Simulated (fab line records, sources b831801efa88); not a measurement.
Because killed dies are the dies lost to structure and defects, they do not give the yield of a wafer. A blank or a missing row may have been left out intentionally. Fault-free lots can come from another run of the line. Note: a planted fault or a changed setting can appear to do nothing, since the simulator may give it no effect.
fab line records	flow sky130
record lots=12	wafers=36	last_day=49
route steps=708 shown VT_ADJUST_LVTN@105 SONOS_TUNNEL@166 GATE_OXIDE@197
lots with no fault: from the same line, run without faults
start_h: the number of hours between the record's first day and the start of the first shown wafer of the lot	wait_h: hours elapsed since this lot's preceding step	" repeats the value in the row above	L1.1+2: a row that stands for several wafers	- value missing, or start not given	* or withheld: withheld	< > ~ a bound
route shown NAME@n: NAME is a module with steps in the file, n the number in the route of the first one	usual: the fault-free wafers' mean and standard deviation	same: alike in all rows	chamber/n: place in a boat	sites: readings site by site	_std_site: their standard deviation	_edge_site: inner sites' mean taken away from outer sites' mean	radius_mm: how far each site lies from the wafer's centre	mask NAME#n: copy n	behind: the last tool/chamber to shape the wafer	hold: what put the lot on hold/how long, in hours/how the hold closed	device: the n, p or np transistor that did not switch	end of line: the tests these same wafers got at the end of their route	a step given without rows: its recipe and nothing more	killed: count of dies lost to structure and defects at first sort (not the wafer's yield)	map: per-die view of a wafer (x killed, . not killed, _ where there is no die)
set.NAME: the setting the step ran with; set.NAME@STEP: the setting that earlier step ran with	model.NAME: the simulator's own value behind a step, which no gauge read
a sample of lots followed through the steps of the route, with each step as a table and each wafer as a row
services: the hour from which a tool's chamber was out of use, counted from the record's first day as start_h (under 0 if before that day), plus the number of hours and why
## steps
# step SKY_VT_ADJUST_LVTN_IMPLANT_08
# recipe species=B	energy_kev=30	dose_cm2=1.57e+12	tilt_deg=withheld
# usual end_station_pressure_torr=5.02e-06/2.9e-07
lot.wafer	tool	chamber	start_h	wait_h	end_station_pressure_torr
L539.4	implanter-03	0	142.58	0.1	4.71e-06
L539.5	"	0	"	"	5.22e-06
L539.6	"	0	"	"	5.47e-06
L540.3	implanter-03	0	154.81	0.1	5.07e-06
L540.5	"	0	"	"	4.99e-06
L540.6	"	0	"	"	4.73e-06
L542.2	implanter-03	0	164.97	0.0	5.36e-06
L542.3	"	0	"	"	5.19e-06
L542.4	"	0	"	"	5.09e-06
L544.1	implanter-01	0	179.01	0.0	4.84e-06
L544.3	"	0	"	"	5.86e-06
L544.6	"	0	"	"	4.9e-06
L546.4	implanter-04	0	194.59	0.1	5.36e-06
L546.5	"	0	"	"	5e-06
L546.6	"	0	"	"	5.09e-06
L548.2	implanter-04	0	206.43	0.0	4.88e-06
L548.5	"	0	"	"	4.5e-06
L548.6	"	0	"	"	5.25e-06
L548.2	implanter-04	0	206.75	0.3	4.73e-06
L548.5	"	0	"	"	4.97e-06
L548.6	"	0	"	"	4.96e-06
L550.3	implanter-04	0	219.91	0.1	5.12e-06
L550.4	"	0	"	"	4.8e-06
L550.6	"	0	"	"	5.26e-06
L550.3	implanter-04	0	220.22	0.3	4.83e-06
L550.4	"	0	"	"	5.18e-06
L550.6	"	0	"	"	4.94e-06
L551.3	implanter-04	0	227.88	0.1	4.4e-06
L551.4	"	0	"	"	4.85e-06
L551.6	"	0	"	"	5.1e-06
L551.3	implanter-04	0	228.19	0.3	5.38e-06
L551.4	"	0	"	"	4.7e-06
L551.6	"	0	"	"	4.64e-06
L555.1	implanter-04	0	253.01	0.0	5.07e-06
L555.3	"	0	"	"	5.02e-06
L555.6	"	0	"	"	4.83e-06
L557.2	implanter-04	0	265.48	0.0	4.99e-06
L557.4	"	0	"	"	5.32e-06
L557.6	"	0	"	"	4.91e-06
L558.1	implanter-04	0	274.30	0.0	5.39e-06
L558.4	"	0	"	"	4.86e-06
L558.6	"	0	"	"	4.91e-06
L559.2	implanter-03	0	281.17	0.0	5.04e-06
L559.5	"	0	"	"	4.99e-06
L559.6	"	0	"	"	5.67e-06
# step SKY_VT_ADJUST_LVTN_TW_MEAS_10
# usual VT_ADJUST_LVTN_TW=244.2/2.3
lot.wafer	tool	chamber	start_h	wait_h	VT_ADJUST_LVTN_TW
L539.4	film_metro-03	-	142.79	0.1	241.4
L539.5	"	-	"	"	243.3
L539.6	"	-	"	"	242.5
L540.3	film_metro-04	-	155.03	0.1	247.1
L540.5	"	-	"	"	247.5
L540.6	"	-	"	"	248.2
L542.2	film_metro-04	-	165.21	0.1	248.7
L542.3	"	-	"	"	248.1
L542.4	"	-	"	"	248.2
L544.1	film_metro-03	-	179.26	0.1	244.0
L544.3	"	-	"	"	243.0
L544.6	"	-	"	"	243.7
L546.4	film_metro-03	-	194.79	0.1	240.3
L546.5	"	-	"	"	242.2
L546.6	"	-	"	"	241.9
L548.2	film_metro-04	-	207.06	0.2	303.0
L548.5	"	-	"	"	303.9
L548.6	"	-	"	"	303.8
L550.3	film_metro-03	-	220.44	0.1	298.8
L550.4	"	-	"	"	296.1
L550.6	"	-	"	"	298.7
L551.3	film_metro-01	-	228.41	0.1	298.3
L551.4	"	-	"	"	300.5
L551.6	"	-	"	"	297.9
L555.1	film_metro-03	-	253.26	0.1	243.1
L555.3	"	-	"	"	241.6
L555.6	"	-	"	"	242.9
L557.2	film_metro-01	-	265.72	0.1	242.2
L557.4	"	-	"	"	243.9
L557.6	"	-	"	"	243.6
L558.1	film_metro-04	-	274.55	0.1	248.5
L558.4	"	-	"	"	248.6
L558.6	"	-	"	"	249.2
L559.2	film_metro-01	-	281.41	0.1	243.1
L559.5	"	-	"	"	244.2
L559.6	"	-	"	"	244.2
# step SKY_SONOS_TUNNEL_TW_MEAS_12
# usual SONOS_TUNNEL_TW=199.5/1.9
lot.wafer	tool	chamber	start_h	wait_h	SONOS_TUNNEL_TW
L539.4	film_metro-03	-	249.53	0.0	197.6
L539.5	"	-	"	"	197.8
L539.6	"	-	"	"	198.5
L540.3	film_metro-04	-	265.06	0.0	202.7
L540.5	"	-	"	"	202.3
L540.6	"	-	"	"	202.7
L542.2	film_metro-03	-	278.84	0.0	197.7
L542.3	"	-	"	"	198.1
L542.4	"	-	"	"	197.9
L544.1	film_metro-03	-	296.12	0.0	197.1
L544.3	"	-	"	"	198.7
L544.6	"	-	"	"	198.6
L546.4	film_metro-04	-	314.64	0.0	201.5
L546.5	"	-	"	"	202.5
L546.6	"	-	"	"	200.9
L548.2	film_metro-04	-	330.69	0.0	201.2
L548.5	"	-	"	"	201.0
L548.6	"	-	"	"	200.7
L550.3	film_metro-01	-	344.82	0.0	197.6
L550.4	"	-	"	"	197.8
L550.6	"	-	"	"	196.9
L551.3	film_metro-04	-	356.74	0.0	201.7
L551.4	"	-	"	"	200.9
L551.6	"	-	"	"	201.2
L555.1	film_metro-04	-	385.49	0.0	200.6
L555.3	"	-	"	"	201.3
L555.6	"	-	"	"	201.3
L557.2	film_metro-04	-	400.94	0.0	202.6
L557.4	"	-	"	"	202.9
L557.6	"	-	"	"	201.4
L558.1	film_metro-03	-	411.29	0.0	197.3
L558.4	"	-	"	"	197.1
L558.6	"	-	"	"	196.4
L559.2	film_metro-04	-	419.14	0.0	201.6
L559.5	"	-	"	"	200.4
L559.6	"	-	"	"	201.5
# step SKY_GATE_OXIDE_OVL_MEAS_10
# usual GATE_OXIDE_OVL=-1.3/1.4
lot.wafer	tool	chamber	start_h	wait_h	GATE_OXIDE_OVL[nm]
L539.4	overlay-02	-	308.89	0.1	-0.3
L539.5	"	-	"	"	0.0
L539.6	"	-	"	"	0.3
L540.3	overlay-01	-	322.28	0.1	1.0
L540.5	"	-	"	"	-0.4
L540.6	"	-	"	"	-2.0
L542.2	overlay-01	-	337.48	0.1	0.3
L542.3	"	-	"	"	-2.2
L542.4	"	-	"	"	-3.1
L544.1	overlay-01	-	358.87	0.1	-2.8
L544.3	"	-	"	"	-1.9
L544.6	"	-	"	"	-0.5
L546.4	overlay-01	-	375.21	0.1	-5.2
L546.5	"	-	"	"	-2.2
L546.6	"	-	"	"	-2.6
L548.2	overlay-02	-	397.38	0.1	-3.1
L548.5	"	-	"	"	-2.4
L548.6	"	-	"	"	-2.1
L550.3	overlay-01	-	408.79	0.1	-1.6
L550.4	"	-	"	"	1.1
L550.6	"	-	"	"	-1.5
L551.3	overlay-01	-	426.43	0.1	-3.2
L551.4	"	-	"	"	-0.9
L551.6	"	-	"	"	-1.0
L555.1	overlay-01	-	453.99	0.1	-1.9
L555.3	"	-	"	"	-2.7
L555.6	"	-	"	"	-2.2
L557.2	overlay-02	-	470.30	0.1	-0.7
L557.4	"	-	"	"	1.1
L557.6	"	-	"	"	0.7
L558.1	overlay-02	-	479.34	0.1	-0.4
L558.4	"	-	"	"	-1.3
L558.6	"	-	"	"	-1.0
L559.2	overlay-02	-	490.90	0.1	2.1
L559.5	"	-	"	"	-0.4
L559.6	"	-	"	"	0.5
# step SKY_GATE_OXIDE_STRIP_13
# recipe chemistry=O2/N2	power_w=1400	pressure_mtorr=1500	platen_temp_c=withheld	o2_flow_sccm=3000	n2_flow_sccm=300	overash_fraction=0.5
# usual chamber_pressure_mTorr=1499.9/1.5	drypump_motor_current_A=5.82/0.3	oes_product_au=0.716/0.0046	strip_time_to_endpoint_s=14.16/0.038
lot.wafer	tool	chamber	start_h	wait_h	chamber_pressure_mTorr	drypump_motor_current_A	oes_product_au	rf_hours_counter_h	strip_time_to_endpoint_s
L539.4	plasma_asher-01	1	309.19	0.0	1501.0	6.00	0.715	-	14.22
L539.5	"	0	"	"	1498.2	6.50	0.716	-	14.22
L539.6	"	1	"	"	1502.0	6.01	0.719	-	14.19
L540.3	plasma_asher-01	0	322.59	0.0	1500.5	6.49	0.713	-	14.20
L540.5	"	1	"	"	1501.6	6.02	0.710	-	14.20
L540.6	"	0	"	"	1499.8	6.52	0.708	-	14.15
L542.2	plasma_asher-03	1	337.76	0.0	1499.8	5.68	0.718	47	14.20
L542.3	"	0	"	"	1500.3	5.67	0.714	-	14.16
L542.4	"	1	"	"	1499.4	5.70	0.714	-	14.13
L544.1	plasma_asher-01	1	359.17	0.0	1499.7	5.98	0.715	67	14.14
L544.3	"	0	"	"	1502.5	6.54	0.713	-	14.11
L544.6	"	1	"	"	1502.2	6.01	0.718	-	14.17
L546.4	plasma_asher-04	0	375.51	0.0	1502.8	5.84	0.718	-	14.19
L546.5	"	0	"	"	1500.7	5.82	0.704	-	14.16
L546.6	"	1	"	"	1500.0	5.52	0.720	-	14.15
L548.2	plasma_asher-04	0	397.66	0.0	1498.3	5.86	0.711	27	14.12
L548.5	"	0	"	"	1499.7	5.84	0.704	-	14.14
L548.6	"	1	"	"	1500.0	5.57	0.710	-	14.18
L550.3	plasma_asher-01	1	409.10	0.0	1500.0	6.01	0.722	-	14.23
L550.4	"	0	"	"	1501.7	6.50	0.719	-	14.16
L550.6	"	1	"	"	1498.6	6.02	0.712	-	14.11
L551.3	plasma_asher-04	1	426.74	0.0	1499.4	5.50	0.724	-	14.14
L551.4	"	0	"	"	1500.3	5.83	0.710	-	14.15
L551.6	"	1	"	"	1499.1	5.51	0.718	-	14.15
L555.1	plasma_asher-01	0	454.28	0.0	1501.8	6.51	0.711	2	14.15
L555.3	"	0	"	"	1499.8	6.50	0.720	-	14.13
L555.6	"	0	"	"	1501.8	6.53	0.715	-	14.12
L557.2	plasma_asher-01	0	470.58	0.0	1499.1	6.52	0.722	4	14.15
L557.4	"	1	"	"	1499.9	5.99	0.725	-	14.13
L557.6	"	1	"	"	1499.8	6.00	0.710	-	14.16
L558.1	plasma_asher-04	1	479.63	0.0	1501.0	5.52	0.720	35	14.12
L558.4	"	1	"	"	1500.1	5.50	0.712	-	14.17
L558.6	"	0	"	"	1500.8	5.80	0.717	-	14.21
L559.2	plasma_asher-03	0	491.18	0.0	1499.2	5.65	0.721	61	14.21
L559.5	"	0	"	"	1498.7	5.67	0.716	-	14.24
L559.6	"	1	"	"	1499.2	5.66	0.711	-	14.21
## services
tool	chamber	start_h	hours	kind
implanter-01	-	125.21	5.2	pm
plasma_asher-03	-	128.24	2.5	repair
plasma_asher-03	-	138.45	2.4	repair
implanter-04	-	165.38	0.7	repair
implanter-03	-	197.67	31.8	pm
implanter-01	-	218.20	104.4	pm
plasma_asher-04	-	231.93	3.5	repair
implanter-03	-	236.48	1.2	repair
plasma_asher-04	-	255.71	0.9	repair
plasma_asher-01	-	265.80	0.9	repair
plasma_asher-04	-	271.15	2.1	repair
implanter-03	-	349.83	5.7	pm
implanter-01	-	350.57	2.0	repair
implanter-04	-	360.49	2.6	pm
plasma_asher-03	-	384.59	0.4	repair
plasma_asher-01	-	421.25	9.0	pm
plasma_asher-01	0	421.25	9.0	vent_cycle
implanter-03	-	429.83	5.7	repair
implanter-01	-	435.63	3.2	pm
implanter-01	-	452.16	1.0	repair
implanter-04	-	453.29	10.1	repair
plasma_asher-04	-	453.98	2.1	repair
implanter-01	-	458.86	5.2	repair
plasma_asher-03	-	474.05	2.6	repair
## key
first_sign step=SKY_VT_ADJUST_LVTN_IMPLANT_08	reading=visit	direction=added
effect step=SKY_VT_ADJUST_LVTN_TW_MEAS_10	reading=VT_ADJUST_LVTN_TW	direction=up	sigmas=25	usual=244.2	struck=300.1
met_at SKY_VT_ADJUST_LVTN_IMPLANT_08
struck_lots L548,L550,L551
tester_left_out L548,L550,L551
not_acting_at SKY_SONOS_TUNNEL_TW_MEAS_12,SKY_GATE_OXIDE_OVL_MEAS_10,SKY_GATE_OXIDE_STRIP_13
fault kind=repeated_step_whole	tool=implanter-01,implanter-03,implanter-04	chamber=-	onset_h=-	steps=SKY_VT_ADJUST_LVTN_IMPLANT_08	times=1	scope=struck_lots_only
# tester_left_out: of these lots the tester's yield and bins aren't shown, on N5 and GAA mostly nor the transistor test; their killed dies are dies lost to structure and defects alone, not to doping, threshold or leakage, so they don't give the yield
